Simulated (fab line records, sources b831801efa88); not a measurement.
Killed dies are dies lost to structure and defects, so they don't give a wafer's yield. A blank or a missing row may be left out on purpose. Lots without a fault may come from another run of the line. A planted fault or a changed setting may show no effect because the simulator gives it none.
fab line records | flow sky130
record lots=12 wafers=36 last_day=50
route steps=708 shown SONOS_ONO@185 RES_PROTECT@215 POLY_GATE@228 LDD_N@239 PAD_OPEN@708
lots that met no fault: from a run of the same line without faults
start_h: hours from the record's first day to the start of the lot's first wafer shown | wait_h: hours since the lot's step before | " the same as in the row above | L1.1+2: a row that stands for several wafers | - no value, or no start given | * or withheld: withheld | < > ~ a bound
route shown NAME@n: a module of which the file shows steps, and the number in the route of the first | usual: mean/standard deviation of fault-free wafers | same: alike in all rows | chamber/n: place in a boat | sites: the reading at each site | _std_site: their standard deviation | _edge_site: outer sites' mean less inner sites' | radius_mm: how far each site lies from the wafer's centre | mask NAME#n: copy n | behind: the tool/chamber that last shaped the wafer | hold: why the lot was held/for how many hours/how that ended | device: the transistor (n, p or np) that didn't switch | end of line: the same wafers' tests at the end of the route | a step without rows: its recipe alone | killed: dies lost to structure and defects at the first sort, not the wafer's yield | map: a wafer's dies, x killed, . not, _ none there
set.NAME: the setting as run; set.NAME@STEP: as run at that earlier step | model.NAME: the simulator's own value behind a step, which no gauge read
steps of the route over a sample of lots; a table a step, a row a wafer
services: from which hour (start_h, from the record's first day; less than 0 if before it) a tool's chamber was out of use, for how many hours, and why
## steps
# step SKY_SONOS_ONO_STRIP_17
# recipe chemistry=O2/N2 power_w=1400 pressure_mtorr=1500 platen_temp_c=withheld o2_flow_sccm=3000 n2_flow_sccm=300 overash_fraction=0.5
# usual drypump_motor_current_A=5.7/0.34 oes_product_au=0.711/0.0046 strip_time_to_endpoint_s=14.11/0.036
# same overash_fraction=0.5
# columns lot.wafer tool chamber start_h wait_h drypump_motor_current_A oes_product_au rf_hours_counter_h strip_time_to_endpoint_s
L789.1 plasma_asher-02 0 298.29 0.0 5.7 0.716 19 14.13
L789.2 " 1 " " 5.8 0.710 19 14.19
L789.5 " 0 " " 5.7 0.706 - 14.15
L792.3 plasma_asher-03 1 323.32 0.0 5.8 0.708 - 14.05
L792.4 " 0 " " 4.9 0.705 - 14.06
L792.6 " 0 " " 4.9 0.713 - 14.05
L794.3 plasma_asher-04 1 333.07 0.0 6.0 0.707 - 14.15
L794.5 " 0 " " 5.8 0.703 - 14.13
L794.6 " 1 " " 6.0 0.710 - 14.15
L799.1 plasma_asher-02 0 375.98 0.0 5.7 0.711 26 14.05
L799.3 " 0 " " 5.7 0.714 - 14.02
L799.6 " 0 " " 5.7 0.712 - 14.11
L801.1 plasma_asher-04 0 395.84 0.0 5.8 0.722 70 14.13
L801.3 " 1 " " 6.0 0.708 - 14.13
L801.4 " 0 " " 5.8 0.714 - 14.08
L802.1 plasma_asher-02 0 403.04 0.0 5.7 0.710 29 14.15
L802.2 " 1 " " 5.8 0.718 29 14.15
L802.6 " 0 " " 5.7 0.714 - 14.11
L803.2 plasma_asher-02 1 406.38 0.0 5.8 0.711 29 14.05
L803.4 " 0 " " 5.7 0.709 - 14.13
L803.5 " 1 " " 5.8 0.709 - 14.08
L804.2 plasma_asher-03 0 416.23 0.0 4.9 0.714 62 14.11
L804.5 " 1 " " 5.8 0.707 - 14.15
L804.6 " 0 " " 4.9 0.700 - 14.14
L807.2 plasma_asher-04 0 444.05 0.0 5.8 0.711 1 14.18
L807.3 " 1 " " 6.0 0.698 - 14.14
L807.5 " 0 " " 5.8 0.709 - 14.18
L808.4 plasma_asher-03 0 446.98 0.0 4.9 0.706 - 14.10
L808.5 " 1 " " 5.8 0.714 - 14.11
L808.6 " 0 " " 4.9 0.711 - 14.15
L809.2 plasma_asher-02 0 464.03 0.0 5.7 0.719 35 14.06
L809.4 " 1 " " 5.8 0.712 - 14.04
L809.6 " 1 " " 5.8 0.709 - 14.10
L810.2 plasma_asher-04 0 470.14 0.0 5.8 0.707 4 14.13
L810.4 " 1 " " 6.0 0.716 - 14.11
L810.5 " 0 " " 5.7 0.712 - 14.12
# step SKY_RES_PROTECT_TW_MEAS_08
# usual POLY_GATE_TW=4072/40
# columns lot.wafer tool chamber start_h wait_h POLY_GATE_TW
L789.1 film_metro-03 - 361.22 0.1 4009
L789.2 " - " " 4040
L789.5 " - " " 4032
L792.3 film_metro-01 - 385.74 0.1 4124
L792.4 " - " " 4120
L792.6 " - " " 4100
L794.3 film_metro-03 - 396.50 0.1 4026
L794.5 " - " " 4009
L794.6 " - " " 3996
L799.1 film_metro-01 - 441.87 0.1 4161
L799.3 " - " " 4141
L799.6 " - " " 4133
L801.1 film_metro-03 - 461.92 0.1 4051
L801.3 " - " " 4029
L801.4 " - " " 4033
L802.1 film_metro-04 - 471.22 0.1 4075
L802.2 " - " " 4073
L802.6 " - " " 4086
L803.2 film_metro-01 - 473.23 0.1 4120
L803.4 " - " " 4120
L803.5 " - " " 4106
L804.2 film_metro-01 - 481.53 0.1 4092
L804.5 " - " " 4120
L804.6 " - " " 4102
L807.2 film_metro-01 - 510.83 0.1 4110
L807.3 " - " " 4086
L807.5 " - " " 4106
L808.4 film_metro-01 - 514.65 0.1 4113
L808.5 " - " " 4099
L808.6 " - " " 4091
L809.2 film_metro-04 - 528.88 0.1 4107
L809.4 " - " " 4092
L809.6 " - " " 4070
L810.2 film_metro-04 - 535.73 0.1 4080
L810.4 " - " " 4111
L810.5 " - " " 4097
# step SKY_POLY_GATE_OVL_MEAS_14
# usual POLY_GATE_OVL=2/4.7
# columns lot.wafer tool chamber start_h wait_h POLY_GATE_OVL[nm]
L789.1 overlay-01 - 391.39 0.1 -8
L789.2 " - " " -3
L789.5 " - " " -4
L792.3 overlay-02 - 418.05 0.1 4
L792.4 " - " " -3
L792.6 " - " " -3
L794.3 overlay-01 - 428.26 0.1 0
L794.5 " - " " -1
L794.6 " - " " 0
L799.1 overlay-02 - 474.55 0.1 2
L799.3 " - " " 1
L799.6 " - " " 7
L801.1 overlay-01 - 493.80 0.1 -2
L801.3 " - " " 1
L801.4 " - " " 5
L802.1 overlay-01 - 503.70 0.1 12
L802.2 " - " " 6
L802.6 " - " " 10
L803.2 overlay-02 - 505.35 0.1 4
L803.4 " - " " 2
L803.5 " - " " -1
L804.2 overlay-02 - 514.85 0.1 10
L804.5 " - " " 0
L804.6 " - " " 1
L807.2 overlay-02 - 542.34 0.1 -4
L807.3 " - " " -4
L807.5 " - " " -6
L808.4 overlay-02 - 546.06 0.1 -4
L808.5 " - " " -3
L808.6 " - " " -3
L809.2 overlay-01 - 560.45 0.1 1
L809.4 " - " " 1
L809.6 " - " " -5
L810.2 overlay-01 - 566.75 0.1 -3
L810.4 " - " " -2
L810.5 " - " " 1
# step SKY_LDD_N_COAT_02
# recipe resist=NOVOLAK spin_rpm=3000 resist_thk_nm=300
# usual exhaust_pa=45.0/0.78 spin_speed_rpm=2999.7/2.1
# columns lot.wafer tool chamber start_h wait_h exhaust_pa spin_speed_rpm
L789.1 litho_track-03 0 407.42 0.1 46.8 2998.4
L789.2 " 0 " " 45.9 3003.7
L789.5 " 0 " " 45.9 3001.5
L792.3 litho_track-02 0 436.18 0.1 44.4 2995.6
L792.4 " 0 " " 45.0 2995.5
L792.6 " 0 " " 44.4 2999.1
L794.3 litho_track-03 0 446.27 0.1 44.8 2996.5
L794.5 " 0 " " 44.2 3000.6
L794.6 " 0 " " 45.2 2998.6
L799.1 litho_track-04 0 492.23 0.1 45.7 2997.8
L799.3 " 0 " " 45.4 2997.5
L799.6 " 0 " " 44.8 3000.1
L801.1 litho_track-02 0 510.58 0.1 45.9 2844.5
L801.3 " 0 " " 44.8 2845.7
L801.4 " 0 " " 44.8 2843.2
L802.1 litho_track-02 0 521.03 0.1 44.4 2845.5
L802.2 " 0 " " 45.1 2844.7
L802.6 " 0 " " 45.4 2845.5
L803.2 litho_track-04 0 523.80 0.1 44.5 2998.2
L803.4 " 0 " " 44.5 3000.1
L803.5 " 0 " " 45.3 2998.8
L804.2 litho_track-04 0 532.30 0.1 44.5 2999.5
L804.5 " 0 " " 45.4 3001.0
L804.6 " 0 " " 44.2 2999.4
L807.2 litho_track-03 0 559.19 0.1 45.4 2999.7
L807.3 " 0 " " 43.8 3002.2
L807.5 " 0 " " 45.0 3002.1
L808.4 litho_track-04 0 563.80 0.1 44.5 3001.3
L808.5 " 0 " " 45.5 3003.3
L808.6 " 0 " " 44.8 2999.6
L809.2 litho_track-03 0 575.89 0.1 45.4 3002.5
L809.4 " 0 " " 46.1 2997.9
L809.6 " 0 " " 45.3 3002.1
L810.2 litho_track-04 0 583.75 0.1 47.1 3000.2
L810.4 " 0 " " 45.1 3006.2
L810.5 " 0 " " 46.1 3000.0
# step SKY_LDD_N_STRIP_16
# recipe chemistry=O2/N2 power_w=1400 pressure_mtorr=1500 platen_temp_c=withheld o2_flow_sccm=3000 n2_flow_sccm=300 overash_fraction=0.5
# usual drypump_motor_current_A=5.7/0.34 oes_product_au=0.407/0.0047 strip_time_to_endpoint_s=4.323/0.012
# same overash_fraction=0.5
# columns lot.wafer tool chamber start_h wait_h drypump_motor_current_A oes_product_au rf_hours_counter_h strip_time_to_endpoint_s
L789.1 plasma_asher-03 1 424.01 0.1 5.8 0.410 63 4.339
L789.2 " 0 " " 4.9 0.404 63 4.324
L789.5 " 1 " " 5.8 0.411 - 4.320
L792.3 plasma_asher-04 0 453.45 0.1 5.8 0.409 - 4.316
L792.4 " 1 " " 6.0 0.411 - 4.337
L792.6 " 0 " " 5.8 0.409 - 4.332
L794.3 plasma_asher-04 0 463.10 0.1 5.8 0.397 - 4.315
L794.5 " 1 " " 6.0 0.407 - 4.314
L794.6 " 0 " " 5.8 0.407 - 4.304
L799.1 plasma_asher-02 1 508.56 0.1 5.8 0.404 40 4.316
L799.3 " 1 " " 5.8 0.405 - 4.340
L799.6 " 0 " " 5.7 0.409 - 4.313
L801.1 plasma_asher-02 0 526.66 0.1 5.7 0.411 42 4.435
L801.3 " 0 " " 5.7 0.419 - 4.440
L801.4 " 1 " " 5.8 0.403 - 4.407
L802.1 plasma_asher-04 1 536.86 0.1 6.0 0.403 12 4.413
L802.2 " 0 " " 5.9 0.411 12 4.417
L802.6 " 1 " " 6.0 0.407 - 4.405
L803.2 plasma_asher-02 0 540.11 0.1 5.7 0.403 44 4.310
L803.4 " 1 " " 5.8 0.403 - 4.333
L803.5 " 1 " " 5.8 0.405 - 4.337
L804.2 plasma_asher-04 0 549.41 0.2 5.8 0.410 13 4.340
L804.5 " 0 " " 5.7 0.412 - 4.304
L804.6 " 1 " " 6.0 0.404 - 4.323
L807.2 plasma_asher-03 1 575.21 0.1 5.8 0.403 74 4.320
L807.3 " 1 " " 5.8 0.405 - 4.333
L807.5 " 0 " " 4.9 0.407 - 4.321
L808.4 plasma_asher-02 0 579.50 0.1 5.7 0.403 - 4.322
L808.5 " 1 " " 5.8 0.412 - 4.334
L808.6 " 0 " " 5.7 0.409 - 4.325
L809.2 plasma_asher-02 0 592.61 0.1 5.7 0.415 49 4.316
L809.4 " 1 " " 5.8 0.412 - 4.330
L809.6 " 0 " " 5.7 0.409 - 4.316
L810.2 plasma_asher-03 1 599.11 0.1 5.8 0.409 77 4.314
L810.4 " 0 " " 4.9 0.405 - 4.325
L810.5 " 1 " " 5.8 0.413 - 4.327
# step SKY_PAD_OPEN_PROBE_99
# usual killed_at_M0_to_M3=44/7.7 killed_at_M4_up=3.2/1.7 killed_at_contacts=24/5.3 killed_at_front_end=15/4.3 killed_at_other=0.3/0.57 killed_dies=87/11 killed_open=47/7.4 killed_short=40/6.5
# same gross_dies=492 killed_at_back_side=0
# columns lot.wafer tool chamber start_h wait_h killed_at_M0_to_M3 killed_at_M4_up killed_at_contacts killed_at_front_end killed_at_other killed_dies killed_open killed_short
L804.2 prober-01 - 1169.60 0.1 47 5 33 20 1 106 57 49
L804.5 prober-01 - 1169.75 0.2 48 3 26 20 0 97 59 37
L804.6 prober-01 - 1169.80 0.2 39 2 20 18 0 79 46 33
# killed by level:class
L804.2 VIA1:geometric_particle:open=14 CONTACT:geometric_particle:open=13 LI_CONTACT:geometric_particle:open=9 VIA3:geometric_particle:open=8 CONTACT:geometric_particle:short=7 METAL1:geometric_particle:short=6 VIA1:geometric_particle:short=6 METAL2:geometric_particle:short=6
L804.5 VIA1:geometric_particle:open=15 LI_CONTACT:geometric_particle:open=10 CONTACT:geometric_particle:open=8 VIA2:geometric_particle:open=7 FIELD_ISO:geometric_particle:open=6 METAL1:geometric_particle:short=6 LOCAL_INTERCONNECT:geometric_particle:short=5 METAL2:geometric_particle:short=4
L804.6 VIA1:geometric_particle:open=10 CONTACT:geometric_particle:open=9 FIELD_ISO:geometric_particle:open=8 METAL1:geometric_particle:short=8 FIELD_ISO:geometric_particle:short=6 LI_CONTACT:geometric_particle:open=5 VIA3:geometric_particle:open=5 VIA1:geometric_particle:short=4
## services
# columns tool chamber start_h hours kind
plasma_asher-03 - 288.44 2.5 repair
plasma_asher-02 - 324.98 1.7 repair
plasma_asher-03 - 418.12 2.8 pm
plasma_asher-04 - 421.25 9.0 pm
plasma_asher-04 0 421.25 9.0 vent_cycle
plasma_asher-04 1 421.25 9.0 vent_cycle
plasma_asher-04 0 430.25 - clean
plasma_asher-04 1 430.25 - clean
plasma_asher-03 - 494.48 44.3 pm
plasma_asher-02 - 567.58 1.8 repair
## key
first_sign step=SKY_LDD_N_COAT_02 reading=spin_speed_rpm direction=down sigmas=74 usual=2999.7 struck=2844.9
effect step=SKY_LDD_N_STRIP_16 reading=strip_time_to_endpoint_s direction=up sigmas=7.8 usual=* struck=*
met_at SKY_LDD_N_COAT_02
struck_lots L801,L802
tester_left_out L801,L802
not_acting_at SKY_SONOS_ONO_STRIP_17,SKY_RES_PROTECT_TW_MEAS_08,SKY_POLY_GATE_OVL_MEAS_14
onset_between 436.18 510.58
fault kind=process_parameter_drift tool=litho_track-02 chamber=- onset_h=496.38 steps=SKY_LDD_N_COAT_02 channel=spin_rpm offset=-155.38 shape=step end_h=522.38 acts_in=these_recipes_only stated=3000
# tester_left_out: of these lots the tester's yield and bins aren't shown, on N5 and GAA mostly nor the transistor test; their killed dies are dies lost to structure and defects alone, not to doping, threshold or leakage, so they don't give the yield
